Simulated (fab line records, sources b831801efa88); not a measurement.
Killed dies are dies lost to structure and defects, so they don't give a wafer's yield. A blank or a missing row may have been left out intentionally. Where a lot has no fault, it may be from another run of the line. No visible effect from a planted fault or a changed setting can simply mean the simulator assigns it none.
Matching of chambers	flow sky130	SKY_POLY_CUT_ETCH_10 on rieDiel-02: 4 sister chambers
The step etches BARC in N2/H2, stops on SiO2, time 45.9 s, target depth 60 nm. 4 wafers are shown with their chamber, then 9 later ones without.

## WAFERS WITH THEIR CHAMBER
wafer	chamber	drypumpMotorCurrentA (A)
L284.5	2	5.4
L285.1	0	6.0
L285.4	3	6.2
L285.6	1	5.9

## WAFERS WHOSE CHAMBER IS MISSING
wafer	drypumpMotorCurrentA (A)
L287.1	6.1
L287.4	6.0
L287.5	5.9
L288.2	5.9
L288.4	5.4
L288.6	6.1
L298.1	6.1
L298.4	6.0
L298.5	6.0

## WHICH CHAMBER EACH ONE RAN IN
wafer	from the rows above	in truth
L287.1	can't be placed: 0 or 3 or 1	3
L287.4	can't be placed: 0 or 1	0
L287.5	can't be placed: 1 or 0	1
L288.2	can't be placed: 1 or 0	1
L288.4	2	2
L288.6	can't be placed: 0 or 3 or 1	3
L298.1	can't be placed: 0 or 3 or 1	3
L298.4	can't be placed: 0 or 1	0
L298.5	can't be placed: 0 or 1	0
1 of 9 placed correctly. From these rows, 8 cannot be placed; in 8 the true chamber is one of the candidates. Wrongly placed: 0.
How it was worked out, from the rows above alone: a wafer's distance from a chamber is the root of the sum, over the readings, of the square of ((its reading less the chamber's mean) divided by the reading's scatter). If the next closest chamber is less than 2 further off than the closest, the wafer can't be placed; otherwise it belongs to the closest. The mean given for a chamber averages the wafers shown for that chamber. The scatter (one wafer shown for each chamber): square how far every hidden wafer sits from the nearest shown wafer, average those squares and take the square root.
